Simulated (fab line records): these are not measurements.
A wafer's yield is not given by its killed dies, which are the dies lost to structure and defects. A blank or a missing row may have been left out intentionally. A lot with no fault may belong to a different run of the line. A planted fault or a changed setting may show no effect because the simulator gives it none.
fab line records -- flow sky130
record lots=5, wafers=15, last_day=47
route steps=708 shown LDD_N@252 LDD_P@255 LDD_HVN@267 PAD_OPEN@708
lots with no fault: from the same line, run without faults
start_h: the number of hours between the record's first day and the start of the first shown wafer of the lot -- wait_h: hours from the lot's prior step to this one -- " unchanged from the row above -- L1.1+2: a single row standing in for several wafers -- - value missing, or start not given -- * or withheld: withheld -- < > ~ a bound
route shown NAME@n: a module of which the file shows steps, and the number in the route of the first -- usual: mean/standard deviation of fault-free wafers -- same: alike in all rows -- chamber/n: place in a boat -- sites: per-site readings -- _std_site: their standard deviation -- _edge_site: mean of outer sites minus mean of inner sites -- radius_mm: for every site, how far away it sits from the centre of the wafer -- mask NAME#n: copy n -- behind: the tool/chamber that last shaped the wafer -- hold: reason for holding the lot/hours on hold/outcome of the hold -- device: whichever transistor did not switch (one of n, p or np) -- end of line: the route-end tests of the same wafers -- step lacking rows: just its recipe -- killed: not the wafer's yield, but the dies lost to structure and defects at the first sort -- map: a wafer's dies, x killed, . not, _ none there
set.NAME: the run value of the setting; set.NAME@STEP: its run value at that earlier step -- model.NAME: the simulator's own value behind a step, which no gauge read
certain route steps with their lots: each step a table, each wafer a row
services: when a tool's chamber went out of use (start_h, in hours from the record's first day, below 0 if earlier), for how many hours, and the reason
## steps
# step SKY_LDD_N_IMPLANT_15
# recipe species=BF2, energy_kev=50, dose_cm2=5e+12, tilt_deg=30, rotation_deg=270
# step SKY_LDD_N_STRIP_16
# recipe chemistry=O2/N2, power_w=1400, pressure_mtorr=1500, platen_temp_c=withheld, o2_flow_sccm=3000, n2_flow_sccm=300, overash_fraction=0.5
# usual drypump_motor_current_A=5.8/0.39, oes_product_au=0.407/0.0051, strip_time_to_endpoint_s=4.316/0.016
lot.wafer,tool,chamber,start_h,wait_h,drypump_motor_current_A,oes_product_au,rf_hours_counter_h,strip_time_to_endpoint_s
L534.2,plasma_asher-03,1,406.46,0.1,6.1,0.399,72,4.307
L534.3,plasma_asher-03,1,406.46,0.1,6.1,0.412,-,4.314
L534.5,plasma_asher-03,0,406.46,0.1,5.9,0.415,-,4.324
L537.1,plasma_asher-03,0,434.13,0.1,5.9,0.407,75,4.315
L537.4,plasma_asher-03,0,434.13,0.1,6.0,0.403,-,4.318
L537.6,plasma_asher-03,0,434.13,0.1,5.9,0.402,-,4.298
L538.1,plasma_asher-03,1,448.76,0.1,6.1,0.401,76,4.330
L538.3,plasma_asher-03,1,448.76,0.1,6.1,0.410,-,4.343
L538.4,plasma_asher-03,0,448.76,0.1,5.9,0.407,-,4.330
L539.1,plasma_asher-04,1,458.23,0.1,5.7,0.403,63,4.338
L539.2,plasma_asher-04,0,458.23,0.1,5.3,0.413,63,4.320
L539.3,plasma_asher-04,1,458.23,0.1,5.7,0.409,-,4.319
L540.2,plasma_asher-03,1,458.63,0.1,6.1,0.406,77,4.314
L540.3,plasma_asher-03,0,458.63,0.1,5.9,0.419,-,4.309
L540.6,plasma_asher-03,0,458.63,0.1,5.9,0.405,-,4.321
# step SKY_LDD_N_TW_MEAS_17
# usual LDD_N_TW=2579/32
lot.wafer,tool,chamber,start_h,wait_h,LDD_N_TW
L534.2,film_metro-01,-,406.57,0.1,2610
L534.3,film_metro-01,-,406.57,0.1,2625
L534.5,film_metro-01,-,406.57,0.1,2615
L537.1,film_metro-01,-,434.23,0.1,2610
L537.4,film_metro-01,-,434.23,0.1,2597
L537.6,film_metro-01,-,434.23,0.1,2608
L538.1,film_metro-01,-,448.86,0.1,2595
L538.3,film_metro-01,-,448.86,0.1,2603
L538.4,film_metro-01,-,448.86,0.1,2605
L539.1,film_metro-01,-,458.33,0.1,2614
L539.2,film_metro-01,-,458.33,0.1,2600
L539.3,film_metro-01,-,458.33,0.1,2612
L540.2,film_metro-03,-,458.74,0.1,2531
L540.3,film_metro-03,-,458.74,0.1,2524
L540.6,film_metro-03,-,458.74,0.1,2530
# step SKY_LDD_P_DEHYDRATE_00
# recipe temp_c=200, time_s=60
# step SKY_LDD_P_HMDS_01
# recipe prime_time_s=60, prime_temp_c=120
# step SKY_LDD_P_COAT_02
# recipe resist=NOVOLAK, spin_rpm=3000, resist_thk_nm=1140
# step SKY_LDD_P_SOFTBAKE_03
# recipe temp_c=90, time_s=60, resist=NOVOLAK
# step SKY_LDD_P_EXPOSE_04
# recipe mask_id=PSDM, na=0.6, source_shape=conventional, sigma_outer=0.6, polarization=unpolarized, target_cd_nm=380, dose_mj=134.9
# step SKY_LDD_P_PEB_05
# recipe temp_c=withheld, time_s=*, resist=NOVOLAK
# step SKY_LDD_P_DEVELOP_06
# recipe resist=NOVOLAK, developer=TMAH, develop_time_s=60, dev_temp_c=23
# step SKY_LDD_P_CD_MEAS_07
# recipe target_cd_nm=380
# usual cd_nm=379.9/2.9
lot.wafer,tool,chamber,start_h,wait_h,cd_nm
L534.2,cd_sem-02,-,436.34,0.1,383.5
L534.3,cd_sem-02,-,436.34,0.1,378.9
L534.5,cd_sem-02,-,436.34,0.1,381.4
L537.1,cd_sem-01,-,464.77,0.1,382.4
L537.4,cd_sem-01,-,464.77,0.1,382.2
L537.6,cd_sem-01,-,464.77,0.1,380.0
L538.1,cd_sem-01,-,479.45,0.1,377.7
L538.3,cd_sem-01,-,479.45,0.1,377.4
L538.4,cd_sem-01,-,479.45,0.1,376.4
L539.1,cd_sem-02,-,488.62,0.1,387.9
L539.2,cd_sem-02,-,488.62,0.1,382.8
L539.3,cd_sem-02,-,488.62,0.1,384.4
L540.2,cd_sem-02,-,489.32,0.1,379.8
L540.3,cd_sem-02,-,489.32,0.1,383.9
L540.6,cd_sem-02,-,489.32,0.1,380.3
# step SKY_LDD_P_OVL_MEAS_08
# usual LDD_P_OVL=-1.1/1.3
lot.wafer,tool,chamber,start_h,wait_h,LDD_P_OVL[nm]
L534.2,overlay-02,-,436.44,0.1,-1.0
L534.3,overlay-02,-,436.44,0.1,-0.2
L534.5,overlay-02,-,436.44,0.1,-0.2
L537.1,overlay-02,-,464.89,0.1,-3.0
L537.4,overlay-02,-,464.89,0.1,-0.9
L537.6,overlay-02,-,464.89,0.1,-1.0
L538.1,overlay-01,-,479.57,0.1,-0.3
L538.3,overlay-01,-,479.57,0.1,-1.0
L538.4,overlay-01,-,479.57,0.1,-0.3
L539.1,overlay-01,-,488.74,0.1,-2.3
L539.2,overlay-01,-,488.74,0.1,0.0
L539.3,overlay-01,-,488.74,0.1,-0.1
L540.2,overlay-02,-,489.42,0.1,-1.6
L540.3,overlay-02,-,489.42,0.1,-2.2
L540.6,overlay-02,-,489.42,0.1,-3.4
# step SKY_LDD_P_IMPLANT_09
# recipe species=BF2, energy_kev=25, dose_cm2=1e+13, tilt_deg=withheld
# usual end_station_pressure_torr=5.05e-06/2.9e-07, implant_ion_amu=49/0
lot.wafer,tool,chamber,start_h,wait_h,end_station_pressure_torr,implant_ion_amu,model.implant.rp_nm,model.implant.drp_nm
L534.2,implanter-02,0,436.50,0.0,4.46e-06,49,20.47,11.41
L534.3,implanter-02,0,436.50,0.0,4.75e-06,49,20.47,11.41
L534.5,implanter-02,0,436.50,0.0,4.87e-06,49,20.47,11.41
L537.1,implanter-01,0,464.92,0.0,5.31e-06,49,21.28,11.41
L537.4,implanter-01,0,464.92,0.0,5.15e-06,49,21.28,11.41
L537.6,implanter-01,0,464.92,0.0,4.83e-06,49,21.28,11.41
L538.1,implanter-01,0,479.60,0.0,4.81e-06,11,79.91,35.62
L538.3,implanter-01,0,479.60,0.0,5e-06,11,79.91,35.62
L538.4,implanter-01,0,479.60,0.0,4.84e-06,11,79.91,35.62
L539.1,implanter-02,0,488.77,0.0,5.68e-06,11,80.94,35.62
L539.2,implanter-02,0,488.77,0.0,5.37e-06,11,80.94,35.62
L539.3,implanter-02,0,488.77,0.0,5.54e-06,11,80.94,35.62
L540.2,implanter-04,0,489.48,0.0,4.77e-06,11,83.06,35.62
L540.3,implanter-04,0,489.48,0.0,4.47e-06,11,83.06,35.62
L540.6,implanter-04,0,489.48,0.0,4.88e-06,11,83.06,35.62
# step SKY_LDD_P_STRIP_10
# recipe chemistry=O2/N2, power_w=1400, pressure_mtorr=1500, platen_temp_c=withheld, o2_flow_sccm=3000, n2_flow_sccm=300, overash_fraction=0.5
# usual drypump_motor_current_A=5.8/0.31, oes_product_au=0.715/0.0042, strip_time_to_endpoint_s=14.17/0.041
lot.wafer,tool,chamber,start_h,wait_h,drypump_motor_current_A,oes_product_au,rf_hours_counter_h,strip_time_to_endpoint_s
L534.2,plasma_asher-02,1,436.62,0.1,6.3,0.709,29,14.14
L534.3,plasma_asher-02,0,436.62,0.1,5.7,0.712,-,14.13
L534.5,plasma_asher-02,0,436.62,0.1,5.7,0.714,-,14.19
L537.1,plasma_asher-03,1,465.07,0.1,6.1,0.716,78,14.16
L537.4,plasma_asher-03,0,465.07,0.1,5.9,0.714,-,14.14
L537.6,plasma_asher-03,0,465.07,0.1,5.9,0.711,-,14.20
L538.1,plasma_asher-03,1,479.75,0.1,6.2,0.722,80,14.15
L538.3,plasma_asher-03,1,479.75,0.1,6.1,0.718,-,14.13
L538.4,plasma_asher-03,0,479.75,0.1,5.9,0.713,-,14.18
L539.1,plasma_asher-04,0,488.92,0.1,5.3,0.714,66,14.12
L539.2,plasma_asher-04,1,488.92,0.1,5.7,0.711,66,14.17
L539.3,plasma_asher-04,0,488.92,0.1,5.3,0.718,-,14.18
L540.2,plasma_asher-02,1,489.60,0.1,6.3,0.711,34,14.16
L540.3,plasma_asher-02,1,489.60,0.1,6.3,0.719,-,14.18
L540.6,plasma_asher-02,0,489.60,0.1,5.7,0.715,-,14.17
# step SKY_LDD_P_TW_MEAS_11
# usual LDD_P_TW=633/6.7
lot.wafer,tool,chamber,start_h,wait_h,LDD_P_TW
L534.2,film_metro-02,-,436.73,0.1,638
L534.3,film_metro-02,-,436.73,0.1,643
L534.5,film_metro-02,-,436.73,0.1,644
L537.1,film_metro-04,-,465.17,0.1,629
L537.4,film_metro-04,-,465.17,0.1,629
L537.6,film_metro-04,-,465.17,0.1,631
L538.1,film_metro-04,-,479.85,0.1,401
L538.3,film_metro-04,-,479.85,0.1,403
L538.4,film_metro-04,-,479.85,0.1,399
L539.1,film_metro-04,-,489.02,0.1,403
L539.2,film_metro-04,-,489.02,0.1,404
L539.3,film_metro-04,-,489.02,0.1,401
L540.2,film_metro-03,-,489.71,0.1,395
L540.3,film_metro-03,-,489.71,0.1,397
L540.6,film_metro-03,-,489.71,0.1,395
# step SKY_LDD_HVN_DEHYDRATE_00
# recipe temp_c=200, time_s=60
# step SKY_PAD_OPEN_PROBE_99
# usual killed_at_M0_to_M3=42/6.3, killed_at_M4_up=2.8/1.9, killed_at_contacts=23/5.3, killed_at_front_end=16/4.3, killed_at_other=0.2/0.51, killed_dies=84/9.3, killed_open=46/7.6, killed_short=38/6.3
# same gross_dies=492, killed_at_back_side=0
lot.wafer,tool,chamber,start_h,wait_h,killed_at_M0_to_M3,killed_at_M4_up,killed_at_contacts,killed_at_front_end,killed_at_other,killed_dies,killed_open,killed_short,model.etest.tip_p.rs_ohm_sq,model.etest.pfet_g5v0d10v5.r_on_ohm_um,model.etest.pfet_01v8.r_on_ohm_um,model.etest.pfet_01v8.drive_ua_um,model.etest.pfet_01v8_lvt.drive_ua_um,model.etest.pfet_g5v0d10v5.drive_ua_um,model.etest.pfet_01v8_hvt.drive_ua_um,model.etest.pfet_01v8_mvt.drive_ua_um
L534.2,prober-02,-,1085.05,0.1,38,1,21,18,2,80,47,33,7107,4767,3043,179.8,171.3,340.6,130.7,139.1
L534.3,prober-02,-,1085.10,0.2,45,3,33,9,0,90,52,38,7118,4804,2964,185.4,173.7,336,138,143
L534.5,prober-02,-,1085.20,0.2,50,4,24,26,0,104,56,48,7095,4835,2991,186,171.3,333.7,136.9,142.6
L537.1,prober-01,-,1099.50,0.1,42,0,19,12,0,73,40,33,6867,4674,2881,192.2,176.3,349.4,143.3,152.2
L537.4,prober-01,-,1099.65,0.2,49,2,20,12,0,83,47,36,6932,4696,2943,189.2,175.7,349.2,139.6,149.9
L537.6,prober-01,-,1099.75,0.2,53,5,23,18,0,99,44,55,6859,4771,2888,193,177.5,343.4,143.3,150.4
L539.1,prober-02,-,1117.23,0.1,48,5,17,17,0,87,45,42,6270,4586,2834,216.3,191.1,358.5,152.8,163.1
L539.2,prober-02,-,1117.28,0.1,43,2,21,14,0,80,47,33,6288,4580,2735,223.9,194.7,359.5,157.3,166
L539.3,prober-02,-,1117.33,0.2,42,0,16,15,0,73,36,37,6327,4524,2790,220.8,192.7,363.4,153.3,164
L540.2,prober-01,-,1118.41,0.1,39,3,23,11,0,76,39,37,6425,4668,2887,211.1,190.2,352.2,148.8,157.3
L540.3,prober-01,-,1118.46,0.2,47,4,14,14,0,79,34,45,6382,4682,2826,216.4,192.9,348.1,150.7,158.8
L540.6,prober-01,-,1118.61,0.2,37,0,17,8,0,62,36,26,6429,4671,2875,211.3,190.7,351.6,147.6,157.2
L538.1,prober-02,-,1118.73,0.1,34,6,27,14,1,82,46,36,6436,4695,2967,204.1,185.4,346.6,144,155.3
L538.3,prober-02,-,1118.83,0.2,39,4,33,14,0,90,56,34,6370,4660,2797,218.2,191.8,344.3,153.2,162.2
L538.4,prober-02,-,1118.88,0.2,51,0,14,20,0,85,45,40,6372,4674,2879,208.7,188.4,347.9,147.9,157.7
# killed by level:class
L534.2 CONTACT:geometric_particle:open=12 FIELD_ISO:geometric_particle:open=6 METAL3:geometric_particle:short=6 VIA1:geometric_particle:open=6 VIA3:geometric_particle:open=6 METAL2:geometric_particle:short=5 LI_CONTACT:geometric_particle:open=4 CONTACT:geometric_particle:short=4
L534.3 CONTACT:geometric_particle:open=15 VIA1:geometric_particle:open=10 VIA1:geometric_particle:short=6 METAL1:geometric_particle:short=6 VIA3:geometric_particle:open=6 LI_CONTACT:geometric_particle:short=5 VIA2:geometric_particle:open=5 LI_CONTACT:geometric_particle:open=4
L534.5 VIA2:geometric_particle:open=10 CONTACT:geometric_particle:open=9 VIA3:geometric_particle:open=9 FIELD_ISO:geometric_particle:short=7 VIA1:geometric_particle:open=6 POLY_GATE:geometric_particle:open=5 CONTACT:geometric_particle:short=5 METAL1:geometric_particle:short=5
L537.1 CONTACT:geometric_particle:open=8 METAL1:geometric_particle:short=8 VIA1:geometric_particle:open=6 VIA2:geometric_particle:open=5 LOCAL_INTERCONNECT:geometric_particle:open=5 METAL2:geometric_particle:short=5 FIELD_ISO:geometric_particle:open=4 VIA1:geometric_particle:short=4
L537.4 VIA1:geometric_particle:open=15 METAL1:geometric_particle:short=8 LI_CONTACT:geometric_particle:open=7 CONTACT:geometric_particle:open=5 POLY_GATE:geometric_particle:open=4 METAL3:geometric_particle:short=4 METAL2:geometric_particle:open=4 VIA2:geometric_particle:open=4
L537.6 CONTACT:geometric_particle:open=10 VIA1:geometric_particle:open=10 METAL1:geometric_particle:short=8 VIA1:geometric_particle:short=8 VIA3:geometric_particle:short=7 METAL2:geometric_particle:short=6 POLY_GATE:geometric_particle:short=5 LOCAL_INTERCONNECT:geometric_particle:short=5
L539.1 VIA3:geometric_particle:open=10 CONTACT:geometric_particle:open=8 VIA1:geometric_particle:open=8 METAL1:geometric_particle:short=8 VIA2:geometric_particle:open=6 METAL2:geometric_particle:short=5 METAL4:geometric_particle:short=5 FIELD_ISO:geometric_particle:short=4
L539.2 VIA1:geometric_particle:open=11 LI_CONTACT:geometric_particle:open=8 CONTACT:geometric_particle:open=7 METAL1:geometric_particle:short=5 FIELD_ISO:geometric_particle:open=4 VIA1:geometric_particle:short=4 METAL2:geometric_particle:short=4 VIA2:geometric_particle:short=4
L539.3 VIA1:geometric_particle:open=11 METAL1:geometric_particle:short=7 METAL2:geometric_particle:short=5 VIA2:geometric_particle:open=5 POLY_GATE:geometric_particle:open=4 LI_CONTACT:geometric_particle:short=4 LI_CONTACT:geometric_particle:open=4 LOCAL_INTERCONNECT:geometric_particle:short=4
L540.2 VIA1:geometric_particle:open=10 CONTACT:geometric_particle:open=8 METAL1:geometric_particle:short=7 VIA2:geometric_particle:open=6 POLY_GATE:geometric_particle:short=5 LOCAL_INTERCONNECT:geometric_particle:short=5 VIA3:geometric_particle:open=5 CONTACT:geometric_particle:short=4
L540.3 METAL2:geometric_particle:short=11 VIA1:geometric_particle:open=10 METAL1:geometric_particle:short=7 VIA2:geometric_particle:open=7 CONTACT:geometric_particle:open=5 FIELD_ISO:geometric_particle:short=4 LOCAL_INTERCONNECT:geometric_particle:short=4 VIA1:geometric_particle:short=4
L540.6 VIA1:geometric_particle:open=8 CONTACT:geometric_particle:open=6 METAL1:geometric_particle:short=5 LI_CONTACT:geometric_particle:open=4 LOCAL_INTERCONNECT:geometric_particle:short=4 VIA1:geometric_particle:short=4 VIA2:geometric_particle:open=4 POLY_GATE:geometric_particle:open=3
L538.1 CONTACT:geometric_particle:open=14 VIA1:geometric_particle:open=9 VIA1:geometric_particle:short=7 METAL1:geometric_particle:short=5 FIELD_ISO:geometric_particle:open=4 LI_CONTACT:geometric_particle:open=4 VIA3:geometric_particle:open=4 POLY_GATE:geometric_particle:open=3
L538.3 CONTACT:geometric_particle:open=19 VIA1:geometric_particle:open=10 VIA2:geometric_particle:open=6 METAL1:geometric_particle:open=4 VIA3:geometric_particle:open=4 CONTACT:geometric_particle:short=4 LOCAL_INTERCONNECT:geometric_particle:short=4 VIA1:geometric_particle:short=4
L538.4 VIA1:geometric_particle:open=11 VIA1:geometric_particle:short=9 FIELD_ISO:geometric_particle:short=6 VIA2:geometric_particle:open=6 VIA3:geometric_particle:open=5 POLY_GATE:geometric_particle:short=4 LI_CONTACT:geometric_particle:open=4 METAL1:geometric_particle:short=4
## services
tool,chamber,start_h,hours,kind
plasma_asher-04,-,389.90,2.7,repair
plasma_asher-02,-,393.53,14.6,pm
implanter-01,-,414.37,4.4,repair
plasma_asher-04,-,422.75,0.9,repair
plasma_asher-04,-,436.12,1.6,repair
implanter-02,-,459.35,8.1,repair
implanter-04,-,463.52,2.4,repair
implanter-02,-,489.14,2.7,repair
## key
first_sign step=SKY_LDD_P_IMPLANT_09, reading=implant_ion_amu, direction=down, sigmas=99+, usual=49, struck=11
effect step=SKY_LDD_P_TW_MEAS_11, reading=LDD_P_TW, direction=down, sigmas=35, usual=633, struck=400
model_effect step=SKY_LDD_P_IMPLANT_09, value=implant.rp_nm, without=20.51, struck=81.3
model_effect step=SKY_PAD_OPEN_PROBE_99, value=etest.tip_p.rs_ohm_sq, without=6927, struck=6367
met_at SKY_LDD_P_IMPLANT_09
struck_wafers L538.1,L538.3,L538.4,L539.1,L539.2,L539.3,L540.2,L540.3,L540.6
tester_left_out L538,L539,L540
onset_between 464.92 479.60
fault kind=wrong_recipe_download, tool=implanter-01,implanter-02,implanter-04, chamber=-, onset_h=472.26, steps=SKY_LDD_P_IMPLANT_09, wrong_recipe.not_listed=1
# tester_left_out: of these lots the tester's yield and bins aren't shown, on N5 and GAA mostly nor the transistor test; their killed dies are dies lost to structure and defects alone, not to doping, threshold or leakage, so they don't give the yield
